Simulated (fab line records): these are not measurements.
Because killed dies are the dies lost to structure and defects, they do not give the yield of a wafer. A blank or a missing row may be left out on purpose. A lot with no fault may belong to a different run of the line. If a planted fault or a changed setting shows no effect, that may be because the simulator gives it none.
2 desks looking at one fault / flow gf180mcu / numbers are kept per desk, each desk with only its own; the story behind them comes last

== THE METROLOGY DESK ==
What the gauges read for every lot (on any tool): the sampled wafers with a number, averaged. The brackets show how far a lot's mean lies from the usual mean; more than 4 standard deviations puts the lot out of limits, marked OUT.
Columns: A = V2_W_RS at GF_V2_RS_MEAS_24, usual 0.327 ohm/sq; B = V2_W_THK at GF_V2_THK_MEAS_25, usual 361 nm
lot=L427; first seen here=day 20 06:11; A=0.326; B=369
lot=L429; first seen here=day 21 02:37; A=0.331; B=352
lot=L430; first seen here=day 21 18:09; A=0.333; B=351
lot=L432; first seen here=day 22 09:00; A=0.331; B=351
lot=L434; first seen here=day 22 23:52; A=0.332; B=353
lot=L435; first seen here=day 23 10:52; A=0.320; B=367
lot=L436; first seen here=day 23 19:27; A=0.320; B=367
lot=L438; first seen here=day 24 17:51; A=0.319; B=372
lot=L446; first seen here=day 26 20:18; A=0.290 (-5.3) OUT; B=405 (+4.8) OUT
lot=L448; first seen here=day 27 15:36; A=0.327; B=358
This desk's result: L446 out of limits, first on L446 (V2_W_RS at GF_V2_RS_MEAS_24), day 26 20:18. Within limits: L427, L429, L430, L432, L434, L435, L436, L438, L448.

== DESK OF THE TOOL OWNER: cvdW-01 ==
The tool's own readings at GF_V2_CVD_23 (deposits W, target thk 350 nm, time 104.94 s): means of the sampled wafers that have a number, for each lot that ran on this tool. The brackets show how far a lot's mean lies from the usual mean; more than 4 standard deviations puts the lot out of limits, marked OUT.
Columns: A = heaterPowerW at GF_V2_CVD_23, usual 923 W; B = susceptorTempC at GF_V2_CVD_23, usual 400.02 C
lot=L429; first seen here=day 21 02:30; A=952; B=399.93
lot=L430; first seen here=day 21 18:02; A=890; B=400.07
lot=L432; first seen here=day 22 08:53; A=1009; B=400.29
lot=L434; first seen here=day 22 23:44; A=838; B=400.10
lot=L446; first seen here=day 26 20:11; A=941; B=400.07
This desk's verdict: no lot among the 5 shows anything out of limits.

== PUT TOGETHER ==
At day 26 20:18 the metrology desk could have sounded an alarm, on L446.
Nothing out of limits was seen by the tool owner's desk.
Tool owner's desk: L446 on record, inside its limits.
All the named lots went through GF_V2_CVD_23 on cvdW-01.

== WHAT THE SIMULATOR HAD PUT IN ==
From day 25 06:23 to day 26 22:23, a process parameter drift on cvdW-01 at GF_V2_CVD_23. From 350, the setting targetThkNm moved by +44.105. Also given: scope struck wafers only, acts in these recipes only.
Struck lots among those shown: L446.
Time in hours between the start of the fault and the first out-of-limits reading at each desk: metrology desk, 38.
